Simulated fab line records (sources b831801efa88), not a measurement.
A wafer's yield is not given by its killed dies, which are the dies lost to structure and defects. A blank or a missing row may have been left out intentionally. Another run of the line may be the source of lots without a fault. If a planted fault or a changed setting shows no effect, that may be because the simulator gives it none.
fab line records	flow gf180mcu
record: lots: 5	wafers: 15	lastDay: 34
route steps=602 shown POLY_GATE@164 HV_LDD@176
lots that met no fault: from a run of the same line without faults
startH: hours from the record's opening day to when the first of the lot's shown wafers began	waitH: hours elapsed since this lot's preceding step	" identical to the entry in the row above	L1.1+2: several wafers, shown together as one row	- either no value or no given start	* or withheld: withheld	< > ~ a bound
route shown NAME@n: NAME is a module with steps in the file, n the number in the route of the first one	usual: mean/standard deviation taken from wafers without a fault	same: alike in all rows	chamber/n: place in a boat	sites: the reading at each site	_std_site: their standard deviation	_edge_site: inner sites' mean taken away from outer sites' mean	radiusMm: how far each site lies from the wafer's centre	mask NAME#n: copy n	behind: the last tool/chamber to shape the wafer	hold: the reason the lot was held/the length of the hold in hours/how it ended	device: the transistor (n, p or np) that didn't switch	end of line: at the end of the route, the tests of the same wafers	where a step has no rows: the recipe by itself	killed: count of dies lost to structure and defects at first sort (not the wafer's yield)	map: shows each die of a wafer: x if killed, . if not, _ if none is there
set.NAME: the setting the step ran with; set.NAME@STEP: the setting that earlier step ran with	model.NAME: the simulator's own value behind a step, which no gauge read
a table for each step, a row for each wafer; lots at some steps of the route
services: a tool's chamber out of use, with start hour (startH, from the record's first day; less than 0 if before it), hours out, and reason
== steps ==
step: GF_POLY_GATE_EXPOSE_07
recipe: maskId: Poly2	targetCdNm: 280	na: 0.68	sourceShape: conventional	sigmaOuter: 0.6	doseMj: 28
usual: reticleTempC: 22.99/0.1
lot.wafer	tool	chamber	startH	waitH	mask	reticleTempC
L075.1	krfScanner-02	0	-	-	Poly2#0	22.91
L075.2	"	0	"	"	Poly2#0	22.93
L075.3	"	0	"	"	Poly2#0	22.97
L077.2	krfScanner-01	0	-	-	Poly2#0	22.97
L077.4	"	0	"	"	Poly2#0	22.91
L077.6	"	0	"	"	Poly2#0	22.91
L079.2	krfScanner-01	0	-	-	Poly2#0	22.95
L079.4	"	0	"	"	Poly2#0	23.00
L079.5	"	0	"	"	Poly2#0	23.02
L091.2	krfScanner-01	0	-	-	Poly2#0	22.91
L091.4	"	0	"	"	Poly2#0	22.90
L091.5	"	0	"	"	Poly2#0	22.73
L097.2	krfScanner-01	0	-	-	Poly2#0	22.89
L097.5	"	0	"	"	Poly2#0	22.99
L097.6	"	0	"	"	Poly2#0	23.17
step: GF_POLY_GATE_PEB_08
recipe: pebTempC: 135	pebTimeS: 90	resist: KrF
usual: heaterPowerTotalW: 85.70/0.087
lot.wafer	tool	chamber	startH	waitH	heaterPowerTotalW
L075.1	lithoTrack-01	0	-	-	85.64
L075.2	"	0	"	"	85.58
L075.3	"	0	"	"	85.71
L077.2	lithoTrack-02	0	-	-	85.82
L077.4	"	0	"	"	85.61
L077.6	"	0	"	"	85.67
L079.2	lithoTrack-03	0	-	-	85.71
L079.4	"	0	"	"	85.70
L079.5	"	0	"	"	85.68
L091.2	lithoTrack-01	0	-	-	85.79
L091.4	"	0	"	"	85.68
L091.5	"	0	"	"	85.63
L097.2	lithoTrack-01	0	-	-	85.73
L097.5	"	0	"	"	85.81
L097.6	"	0	"	"	85.57
step: GF_POLY_GATE_DEVELOP_09
recipe: developTimeS: 60	resist: KrF	devTempC: 21
lot.wafer	tool	chamber	startH	waitH
L075.1+2+3	lithoTrack-01	0	203.98	0.2
L077.2+4+6	lithoTrack-02	0	219.88	0.2
L079.2+4+5	lithoTrack-03	0	232.84	0.2
L091.2+4+5	lithoTrack-01	0	320.35	0.2
L097.2+5+6	lithoTrack-01	0	359.15	0.2
step: GF_POLY_GATE_CD_MEAS_10
recipe: targetCdNm: 280
usual: cdNm: 280.2/1.2
lot.wafer	tool	chamber	startH	waitH	cdNm
L075.1	cdSem-02	-	204.13	0.1	281.6
L075.2	"	-	"	"	280.7
L075.3	"	-	"	"	280.6
L077.2	cdSem-01	-	220.02	0.1	279.3
L077.4	"	-	"	"	280.6
L077.6	"	-	"	"	279.6
L079.2	cdSem-02	-	232.99	0.1	281.3
L079.4	"	-	"	"	281.8
L079.5	"	-	"	"	280.3
L091.2	cdSem-01	-	320.49	0.1	280.9
L091.4	"	-	"	"	280.4
L091.5	"	-	"	"	281.1
L097.2	cdSem-01	-	359.29	0.1	280.8
L097.5	"	-	"	"	279.5
L097.6	"	-	"	"	279.1
step: GF_POLY_GATE_OVL_MEAS_11
usual: POLY_GATE_OVL: 0/5
lot.wafer	tool	chamber	startH	waitH	POLY_GATE_OVL[nm]
L075.1	overlay-02	-	204.25	0.1	2
L075.2	"	-	"	"	2
L075.3	"	-	"	"	8
L077.2	overlay-02	-	220.13	0.1	-6
L077.4	"	-	"	"	-1
L077.6	"	-	"	"	1
L079.2	overlay-01	-	233.09	0.1	6
L079.4	"	-	"	"	4
L079.5	"	-	"	"	6
L091.2	overlay-02	-	320.60	0.1	-7
L091.4	"	-	"	"	-2
L091.5	"	-	"	"	-9
L097.2	overlay-01	-	359.40	0.1	-8
L097.5	"	-	"	"	-6
L097.6	"	-	"	"	-6
step: GF_POLY_GATE_ETCH_12
recipe: chemistry: N2/H2	targetDepthA: withheld	overetchA: withheld	timeS: withheld	target: BARC	ionEnergyEv: 204.8	sourceW: 500	biasW: 100	pressureMtorr: 30	n2FlowSccm: 100	h2FlowSccm: 200
usual: drypumpMotorCurrentA: 5.9/0.52	n2FlowSccm: 99.98/0.29	oesProductAu: 0.735/0.0049	throttleValvePct: 13.214/0.0087
lot.wafer	tool	chamber	startH	waitH	drypumpMotorCurrentA	n2FlowSccm	oesProductAu	throttleValvePct
L075.1	rieDiel-01	0	204.28	0.0	5.6	99.63	0.735	13.213
L075.2	"	1	"	"	6.0	99.86	0.730	13.220
L075.3	"	2	"	"	4.8	99.81	0.739	13.205
L077.2	rieDiel-02	3	220.16	0.0	5.8	99.66	0.729	13.224
L077.4	"	3	"	"	5.7	99.37	0.742	13.224
L077.6	"	2	"	"	6.6	100.07	0.738	13.222
L079.2	rieDiel-01	0	233.12	0.0	5.6	99.95	0.743	13.213
L079.4	"	1	"	"	6.0	100.28	0.733	13.215
L079.5	"	2	"	"	4.8	99.61	0.735	13.216
L091.2	rieDiel-02	3	320.63	0.0	5.8	100.37	0.734	13.209
L091.4	"	2	"	"	6.6	100.44	0.743	13.214
L091.5	"	3	"	"	5.8	100.22	0.744	13.218
L097.2	rieDiel-02	0	359.43	0.0	5.9	100.21	0.729	13.217
L097.5	"	2	"	"	6.6	100.46	0.733	13.229
L097.6	"	3	"	"	5.8	100.38	0.741	13.220
step: GF_POLY_GATE_ETCH_13
recipe: target: poly-Si	targetDepthNm: 198.5	stopOn: SiO2	overEtchFrac: 0.403	chemistry: HBr/Cl2	icpW: 400	biasW: 100	pressureMtorr: 10	HBr_flow_sccm: 150	Cl2_flow_sccm: 50	timeS: 69.6
usual: drypumpMotorCurrentA: 6.1/0.51	oesProductAu: 0.990/0.0074	throttleValvePct: 33.685/0.0085
lot.wafer	tool	chamber	startH	waitH	drypumpMotorCurrentA	oesProductAu	rfHoursCounterH	throttleValvePct
L075.1	rieSi-01	1	204.33	-	6.5	0.983	0	33.689
L075.2	"	3	"	"	5.1	1.007	12	33.680
L075.3	"	0	"	"	5.4	0.990	59	33.693
L077.2	rieSi-02	1	220.21	-	6.5	0.991	2	33.675
L077.4	"	2	"	"	5.9	0.992	26	33.685
L077.6	"	3	"	"	6.6	0.992	-	33.681
L079.2	rieSi-01	0	233.17	-	5.4	0.978	59	33.676
L079.4	"	1	"	"	6.5	0.978	0	33.694
L079.5	"	0	"	"	5.4	0.976	-	33.680
L091.2	rieSi-01	3	320.68	-	5.2	0.985	13	33.692
L091.4	"	3	"	"	5.2	0.989	-	33.681
L091.5	"	0	"	"	5.4	1.000	-	33.685
L097.2	rieSi-02	2	359.48	-	5.9	0.998	28	33.688
L097.5	"	0	"	"	6.0	0.995	-	33.696
L097.6	"	3	"	"	6.6	1.001	-	33.679
step: GF_POLY_GATE_STRIP_14
recipe: chemistry: O2/N2	powerW: 1400	pressureMtorr: 1500	platenTempC: 250	o2FlowSccm: 3000	n2FlowSccm: 300	overashFraction: 0.5
usual: drypumpMotorCurrentA: 5.66/0.11	heaterPowerW: 320/40	n2FlowSccm: 300.2/0.89	oesProductAu: 0.505/0.0044
lot.wafer	tool	chamber	startH	waitH	drypumpMotorCurrentA	heaterPowerW	n2FlowSccm	oesProductAu	rfHoursCounterH
L075.1	plasmaAsher-02	0	204.39	0.0	5.63	324	301.2	0.502	41
L075.2	"	1	"	"	5.76	281	300.5	0.500	41
L075.3	"	0	"	"	5.65	315	300.7	0.506	-
L077.2	plasmaAsher-02	0	220.26	0.0	5.65	319	301.1	0.509	42
L077.4	"	0	"	"	5.66	323	301.1	0.506	-
L077.6	"	1	"	"	5.76	276	299.1	0.516	-
L079.2	plasmaAsher-02	1	233.23	0.0	5.78	279	298.8	0.506	44
L079.4	"	0	"	"	5.63	323	300.9	0.505	-
L079.5	"	0	"	"	5.65	323	300.0	0.499	-
L091.2	plasmaAsher-02	0	320.74	0.0	5.65	325	301.3	0.505	53
L091.4	"	0	"	"	5.65	319	302.1	0.505	-
L091.5	"	1	"	"	5.75	284	300.4	0.507	-
L097.2	plasmaAsher-01	1	359.53	0.0	5.59	398	300.1	0.504	26
L097.5	"	1	"	"	5.58	392	299.2	0.503	-
L097.6	"	0	"	"	5.68	292	299.8	0.510	-
step: GF_POLY_GATE_CLEAN_15
recipe: chemistry: SC1/SC2	mix: 1:4:20	tempC: 70	timeS: 150	dry: n2Spin
usual: bathGuardTempC: 70.1/0.48
lot.wafer	tool	chamber	startH	waitH	bathGuardTempC
L075.1	wetBench-02	3	204.49	0.1	70.5
L075.2	"	3	"	"	70.6
L075.3	"	3	"	"	70.8
L077.2	wetBench-01	0	220.36	0.1	70.3
L077.4	"	0	"	"	70.4
L077.6	"	0	"	"	70.5
L079.2	wetBench-03	2	233.33	0.1	70.1
L079.4	"	2	"	"	69.9
L079.5	"	2	"	"	70.0
L091.2	wetBench-03	2	320.84	0.1	70.2
L091.4	"	2	"	"	70.2
L091.5	"	2	"	"	70.0
L097.2	wetBench-02	2	359.63	0.1	70.5
L097.5	"	2	"	"	70.4
L097.6	"	2	"	"	70.1
step: GF_POLY_GATE_OXIDATION_16
recipe: tempC: 850	ambient: O2	stabiliseS: 600	purgeS: 300	targetThkA: 40	oxTimeS: 899
same: purgeS: 300
lot.wafer	tool	chamber	startH	waitH
L075.1+2+3	furnace-01	0	204.54	0.0
L077.2+4+6	furnace-01	0	221.34	0.8
L079.2+4+5	furnace-02	0	233.38	0.0
L091.2+4+5	furnace-01	0	321.41	0.5
L097.2+5+6	furnace-02	0	360.08	0.4
step: GF_POLY_GATE_THK_MEAS_17
recipe: reads: SiO2_of_POLY_GATE_OXIDATION_16
usual: POLY_GATE_OXIDATION_THK: 4.00/0.076
lot.wafer	tool	chamber	startH	waitH	POLY_GATE_OXIDATION_THK[nm]
L075.1	filmMetro-04	-	205.79	0.0	4.04
L075.2	"	-	"	"	4.10
L075.3	"	-	"	"	3.98
L077.2	filmMetro-02	-	222.60	0.0	3.97
L077.4	"	-	"	"	3.96
L077.6	"	-	"	"	3.98
L079.2	filmMetro-02	-	234.64	0.0	4.01
L079.4	"	-	"	"	4.09
L079.5	"	-	"	"	4.16
L091.2	filmMetro-04	-	322.67	0.0	3.97
L091.4	"	-	"	"	3.91
L091.5	"	-	"	"	3.91
L097.2	filmMetro-04	-	361.34	0.0	4.00
L097.5	"	-	"	"	3.99
L097.6	"	-	"	"	4.02
step: GF_POLY_GATE_CD_MEAS_18
usual: cdNm: 280.0/1.5
lot.wafer	tool	chamber	startH	waitH	cdNm
L075.1	cdSem-02	-	205.85	0.1	281.0
L075.2	"	-	"	"	281.0
L075.3	"	-	"	"	280.2
L077.2	cdSem-01	-	222.74	0.1	279.7
L077.4	"	-	"	"	280.5
L077.6	"	-	"	"	280.4
L079.2	cdSem-02	-	234.72	0.1	279.9
L079.4	"	-	"	"	281.8
L079.5	"	-	"	"	280.1
L091.2	cdSem-01	-	322.82	0.1	279.8
L091.4	"	-	"	"	280.8
L091.5	"	-	"	"	279.6
L097.2	cdSem-02	-	361.42	0.1	279.4
L097.5	"	-	"	"	278.3
L097.6	"	-	"	"	277.7
step: GF_HV_LDD_DEHYDRATE_00
recipe: tempC: 200	timeS: 60
usual: heaterPowerTotalW: 160.37/0.12
lot.wafer	tool	chamber	startH	waitH	heaterPowerTotalW
L075.1	lithoTrack-03	0	213.52	7.6	160.29
L075.2	"	0	"	"	160.32
L075.3	"	0	"	"	160.33
L077.2	lithoTrack-03	0	231.14	8.4	160.45
L077.4	"	0	"	"	160.40
L077.6	"	0	"	"	160.35
L079.2	lithoTrack-03	0	243.84	9.1	160.37
L079.4	"	0	"	"	160.51
L079.5	"	0	"	"	160.44
L091.2	lithoTrack-04	0	333.02	10.2	160.31
L091.4	"	0	"	"	160.41
L091.5	"	0	"	"	160.32
L097.2	lithoTrack-04	0	371.51	10.1	160.19
L097.5	"	0	"	"	160.30
L097.6	"	0	"	"	160.36
step: GF_HV_LDD_HMDS_01
recipe: primeTimeS: 60	primeTempC: 120
lot.wafer	tool	chamber	startH	waitH
L075.1+2+3	lithoTrack-03	0	213.67	0.1
L077.2+4+6	lithoTrack-03	0	231.29	0.1
L079.2+4+5	lithoTrack-03	0	243.99	0.1
L091.2+4+5	lithoTrack-04	0	333.17	0.1
L097.2+5+6	lithoTrack-04	0	371.66	0.1
step: GF_HV_LDD_COAT_02
recipe: resist: NOVOLAK	spinRpm: 3000	resistThkNm: 1000
lot.wafer	tool	chamber	startH	waitH
L075.1+2+3	lithoTrack-03	0	213.82	0.1
L077.2+4+6	lithoTrack-03	0	231.44	0.1
L079.2+4+5	lithoTrack-03	0	244.14	0.1
L091.2+4+5	lithoTrack-04	0	333.32	0.1
L097.2+5+6	lithoTrack-04	0	371.81	0.1
step: GF_HV_LDD_SOFTBAKE_03
recipe: tempC: 90	timeS: 60	resist: NOVOLAK
usual: heaterPowerTotalW: 56.59/0.043
lot.wafer	tool	chamber	startH	waitH	heaterPowerTotalW
L075.1	lithoTrack-03	0	213.97	0.1	56.61
L075.2	"	0	"	"	56.62
L075.3	"	0	"	"	56.60
L077.2	lithoTrack-03	0	231.59	0.1	56.53
L077.4	"	0	"	"	56.57
L077.6	"	0	"	"	56.57
L079.2	lithoTrack-03	0	244.29	0.1	56.62
L079.4	"	0	"	"	56.58
L079.5	"	0	"	"	56.52
L091.2	lithoTrack-04	0	333.47	0.1	56.63
L091.4	"	0	"	"	56.50
L091.5	"	0	"	"	56.58
L097.2	lithoTrack-04	0	371.96	0.1	56.59
L097.5	"	0	"	"	56.60
L097.6	"	0	"	"	56.57
step: GF_HV_LDD_EXPOSE_04
recipe: maskId: Nplus_LV_AREA	targetCdNm: 400	na: 0.6	sourceShape: conventional	sigmaOuter: 0.6	doseMj: 140
usual: reticleTempC: 23.01/0.11
lot.wafer	tool	chamber	startH	waitH	mask	reticleTempC
L075.1	ilineStepper-02	0	-	-	Nplus_LV_AREA#0	23.05
L075.2	"	0	"	"	Nplus_LV_AREA#0	23.02
L075.3	"	0	"	"	Nplus_LV_AREA#0	22.82
L077.2	ilineStepper-02	0	-	-	Nplus_LV_AREA#0	23.07
L077.4	"	0	"	"	Nplus_LV_AREA#0	22.97
L077.6	"	0	"	"	Nplus_LV_AREA#0	23.05
L079.2	ilineStepper-01	0	-	-	Nplus_LV_AREA#0	22.82
L079.4	"	0	"	"	Nplus_LV_AREA#0	23.10
L079.5	"	0	"	"	Nplus_LV_AREA#0	22.98
L091.2	ilineStepper-01	0	-	-	Nplus_LV_AREA#0	22.97
L091.4	"	0	"	"	Nplus_LV_AREA#0	23.01
L091.5	"	0	"	"	Nplus_LV_AREA#0	23.08
L097.2	ilineStepper-02	0	-	-	Nplus_LV_AREA#0	23.04
L097.5	"	0	"	"	Nplus_LV_AREA#0	23.09
L097.6	"	0	"	"	Nplus_LV_AREA#0	22.90
step: GF_HV_LDD_PEB_05
recipe: tempC: withheld	timeS: *	resist: NOVOLAK
lot.wafer	tool	chamber	startH	waitH
L075.1+2+3	lithoTrack-03	0	-	-
L077.2+4+6	lithoTrack-02	0	-	-
L079.2+4+5	lithoTrack-04	0	-	-
L091.2+4+5	lithoTrack-03	0	-	-
L097.2+5+6	lithoTrack-02	0	-	-
step: GF_HV_LDD_DEVELOP_06
recipe: developTimeS: 60	devTempC: 23
lot.wafer	tool	chamber	startH	waitH
L075.1+2+3	lithoTrack-03	0	222.42	0.1
L077.2+4+6	lithoTrack-02	0	240.38	0.1
L079.2+4+5	lithoTrack-04	0	252.92	0.1
L091.2+4+5	lithoTrack-03	0	343.54	0.1
L097.2+5+6	lithoTrack-02	0	382.68	0.1
step: GF_HV_LDD_CD_MEAS_07
recipe: targetCdNm: 400
usual: cdNm: 399.9/2.5
lot.wafer	tool	chamber	startH	waitH	cdNm
L075.1	cdSem-02	-	222.57	0.1	400.7
L075.2	"	-	"	"	398.4
L075.3	"	-	"	"	400.2
L077.2	cdSem-01	-	240.52	0.1	400.5
L077.4	"	-	"	"	400.0
L077.6	"	-	"	"	399.7
L079.2	cdSem-01	-	253.06	0.1	395.6
L079.4	"	-	"	"	396.9
L079.5	"	-	"	"	396.5
L091.2	cdSem-02	-	343.68	0.1	401.7
L091.4	"	-	"	"	402.4
L091.5	"	-	"	"	403.3
L097.2	cdSem-01	-	382.82	0.1	400.6
L097.5	"	-	"	"	399.3
L097.6	"	-	"	"	401.2
step: GF_HV_LDD_OVL_MEAS_08
usual: HV_LDD_OVL: -0.3/1.3
lot.wafer	tool	chamber	startH	waitH	HV_LDD_OVL[nm]
L075.1	overlay-01	-	222.69	0.1	-2.7
L075.2	"	-	"	"	-2.3
L075.3	"	-	"	"	-1.7
L077.2	overlay-02	-	240.63	0.1	-1.4
L077.4	"	-	"	"	-0.2
L077.6	"	-	"	"	-0.7
L079.2	overlay-01	-	253.17	0.1	-1.0
L079.4	"	-	"	"	-0.1
L079.5	"	-	"	"	-2.3
L091.2	overlay-01	-	343.79	0.1	-1.5
L091.4	"	-	"	"	-0.6
L091.5	"	-	"	"	-2.1
L097.2	overlay-02	-	382.93	0.1	0.5
L097.5	"	-	"	"	0.9
L097.6	"	-	"	"	0.4
step: GF_HV_LDD_IMPLANT_09
recipe: species: As	energyKev: 40	doseCm2: 1.033e+14	tiltDeg: 7
lot.wafer	tool	chamber	startH	waitH
L075.1+2+3	implanter-03	0	222.72	0.0
L077.2+4+6	implanter-02	0	240.68	0.0
L079.2+4+5	implanter-03	0	253.22	0.0
L091.2+4+5	implanter-03	0	343.84	0.0
L097.2+5+6	implanter-03	0	382.98	0.0
step: GF_HV_LDD_STRIP_10
recipe: chemistry: O2/N2	powerW: 1400	pressureMtorr: 1500	platenTempC: 250	o2FlowSccm: 3000	n2FlowSccm: 300	overashFraction: 0.5
usual: drypumpMotorCurrentA: 5.83/0.19	heaterPowerW: 321/33	n2FlowSccm: 300.0/0.89	oesProductAu: 0.715/0.0046	stripTimeToEndpointS: 12.629/0.029
lot.wafer	tool	chamber	startH	waitH	drypumpMotorCurrentA	heaterPowerW	n2FlowSccm	oesProductAu	rfHoursCounterH	stripTimeToEndpointS
L075.1	plasmaAsher-02	1	222.87	0.1	5.76	290	301.6	0.710	42	12.631
L075.2	"	0	"	"	5.64	323	299.6	0.706	42	12.628
L075.3	"	0	"	"	5.65	314	298.7	0.721	-	12.624
L077.2	plasmaAsher-02	1	240.81	0.1	5.76	286	299.9	0.717	44	12.628
L077.4	"	0	"	"	5.61	318	300.9	0.715	-	12.635
L077.6	"	1	"	"	5.78	279	299.1	0.713	-	12.633
L079.2	plasmaAsher-02	1	253.35	0.1	5.77	281	299.7	0.714	46	12.656
L079.4	"	0	"	"	5.65	320	299.7	0.721	-	12.637
L079.5	"	1	"	"	5.78	285	300.1	0.713	-	12.592
L091.2	plasmaAsher-01	0	343.97	0.1	5.73	292	298.5	0.716	24	12.663
L091.4	"	0	"	"	5.78	288	300.1	0.710	-	12.693
L091.5	"	0	"	"	5.72	296	298.6	0.713	-	12.662
L097.2	plasmaAsher-01	1	383.11	0.1	5.60	388	300.2	0.708	28	12.616
L097.5	"	0	"	"	5.74	286	300.7	0.701	-	12.598
L097.6	"	1	"	"	5.62	395	300.9	0.714	-	12.629
step: GF_HV_LDD_TW_MEAS_11
usual: HV_LDD_TW: 2435/23
lot.wafer	tool	chamber	startH	waitH	HV_LDD_TW
L075.1	filmMetro-03	-	222.97	0.1	2423
L075.2	"	-	"	"	2425
L075.3	"	-	"	"	2429
L077.2	filmMetro-02	-	240.92	0.1	2422
L077.4	"	-	"	"	2408
L077.6	"	-	"	"	2423
L079.2	filmMetro-01	-	253.46	0.1	2478
L079.4	"	-	"	"	2461
L079.5	"	-	"	"	2458
L091.2	filmMetro-03	-	344.08	0.1	2403
L091.4	"	-	"	"	2418
L091.5	"	-	"	"	2420
L097.2	filmMetro-03	-	383.22	0.1	2399
L097.5	"	-	"	"	2396
L097.6	"	-	"	"	2395
step: GF_HV_LDD_DEHYDRATE_12
recipe: tempC: 200	timeS: 60
usual: heaterPowerTotalW: 160.36/0.12
lot.wafer	tool	chamber	startH	waitH	heaterPowerTotalW
L075.1	lithoTrack-04	0	231.19	8.2	160.43
L075.2	"	0	"	"	160.21
L075.3	"	0	"	"	160.43
L077.2	lithoTrack-03	0	250.19	9.3	160.40
L077.4	"	0	"	"	160.49
L077.6	"	0	"	"	160.24
L079.2	lithoTrack-04	0	262.42	8.9	160.31
L079.4	"	0	"	"	160.36
L079.5	"	0	"	"	160.57
L091.2	lithoTrack-04	0	354.57	10.5	160.51
L091.4	"	0	"	"	160.29
L091.5	"	0	"	"	160.54
L097.2	lithoTrack-04	0	394.16	10.9	160.24
L097.5	"	0	"	"	160.21
L097.6	"	0	"	"	160.16
step: GF_HV_LDD_HMDS_13
recipe: primeTimeS: 60	primeTempC: 120
lot.wafer	tool	chamber	startH	waitH
L075.1+2+3	lithoTrack-04	0	231.34	0.1
L077.2+4+6	lithoTrack-03	0	250.34	0.1
L079.2+4+5	lithoTrack-04	0	262.57	0.1
L091.2+4+5	lithoTrack-04	0	354.72	0.1
L097.2+5+6	lithoTrack-04	0	394.31	0.1
step: GF_HV_LDD_COAT_14
recipe: resist: NOVOLAK	spinRpm: 3000	resistThkNm: 1000
lot.wafer	tool	chamber	startH	waitH
L075.1+2+3	lithoTrack-04	0	231.49	0.1
L077.2+4+6	lithoTrack-03	0	250.49	0.1
L079.2+4+5	lithoTrack-04	0	262.72	0.1
L091.2+4+5	lithoTrack-04	0	354.87	0.1
L097.2+5+6	lithoTrack-04	0	394.46	0.1
step: GF_HV_LDD_SOFTBAKE_15
recipe: tempC: 90	timeS: 60	resist: NOVOLAK
usual: heaterPowerTotalW: 56.59/0.048
lot.wafer	tool	chamber	startH	waitH	heaterPowerTotalW
L075.1	lithoTrack-04	0	231.64	0.1	56.63
L075.2	"	0	"	"	56.62
L075.3	"	0	"	"	56.64
L077.2	lithoTrack-03	0	250.64	0.1	56.61
L077.4	"	0	"	"	56.60
L077.6	"	0	"	"	56.63
L079.2	lithoTrack-04	0	262.87	0.1	56.63
L079.4	"	0	"	"	56.58
L079.5	"	0	"	"	56.51
L091.2	lithoTrack-04	0	355.02	0.1	56.63
L091.4	"	0	"	"	56.60
L091.5	"	0	"	"	56.60
L097.2	lithoTrack-04	0	394.61	0.1	56.57
L097.5	"	0	"	"	56.57
L097.6	"	0	"	"	56.60
step: GF_HV_LDD_EXPOSE_16
recipe: maskId: Pplus_LV_AREA	targetCdNm: 400	na: 0.6	sourceShape: conventional	sigmaOuter: 0.6	doseMj: 140
usual: reticleTempC: 23.01/0.13
lot.wafer	tool	chamber	startH	waitH	mask	reticleTempC
L075.1	ilineStepper-01	0	-	-	Pplus_LV_AREA#0	23.00
L075.2	"	0	"	"	Pplus_LV_AREA#0	22.90
L075.3	"	0	"	"	Pplus_LV_AREA#0	22.91
L077.2	ilineStepper-02	0	-	-	Pplus_LV_AREA#0	23.01
L077.4	"	0	"	"	Pplus_LV_AREA#0	22.78
L077.6	"	0	"	"	Pplus_LV_AREA#0	22.97
L079.2	ilineStepper-01	0	-	-	Pplus_LV_AREA#0	22.81
L079.4	"	0	"	"	Pplus_LV_AREA#0	22.84
L079.5	"	0	"	"	Pplus_LV_AREA#0	22.72
L091.2	ilineStepper-02	0	-	-	Pplus_LV_AREA#0	23.03
L091.4	"	0	"	"	Pplus_LV_AREA#0	23.04
L091.5	"	0	"	"	Pplus_LV_AREA#0	23.01
L097.2	ilineStepper-01	0	-	-	Pplus_LV_AREA#0	22.91
L097.5	"	0	"	"	Pplus_LV_AREA#0	22.92
L097.6	"	0	"	"	Pplus_LV_AREA#0	22.84
step: GF_HV_LDD_PEB_17
recipe: tempC: withheld	timeS: *	resist: NOVOLAK
lot.wafer	tool	chamber	startH	waitH
L075.1+2+3	lithoTrack-04	0	-	-
L077.2+4+6	lithoTrack-04	0	-	-
L079.2+4+5	lithoTrack-02	0	-	-
L091.2+4+5	lithoTrack-02	0	-	-
L097.2+5+6	lithoTrack-04	0	-	-
== services ==
tool	chamber	startH	hours	kind
furnace-01	-	174.23	2.7	pm
krfScanner-01	-	178.34	4.0	pm
rieSi-01	-	204.53	2.8	pm
rieDiel-02	-	208.57	0.4	repair
ilineStepper-01	-	234.89	1.7	pm
ilineStepper-02	-	251.12	1.7	pm
implanter-03	-	260.38	1.7	repair
krfScanner-01	-	272.06	0.4	repair
ilineStepper-02	-	275.44	8.2	repair
krfScanner-01	-	278.30	0.8	pm
furnace-01	-	289.92	7.8	repair
krfScanner-01	-	295.74	1.0	pm
rieSi-01	2	315.56	7.5	repair
plasmaAsher-01	-	318.56	3.1	repair
rieSi-01	-	322.72	15.6	pm
furnace-01	-	323.34	3.8	pm
rieDiel-02	3	325.37	9.6	repair
krfScanner-01	-	336.98	1.3	pm
ilineStepper-01	-	341.62	5.7	repair
furnace-01	-	343.44	10.4	repair
krfScanner-01	-	356.16	4.4	pm
krfScanner-01	-	360.72	2.1	repair
rieSi-01	0	366.89	6.4	repair
rieDiel-02	-	391.28	0.1	repair
== key ==
fault none
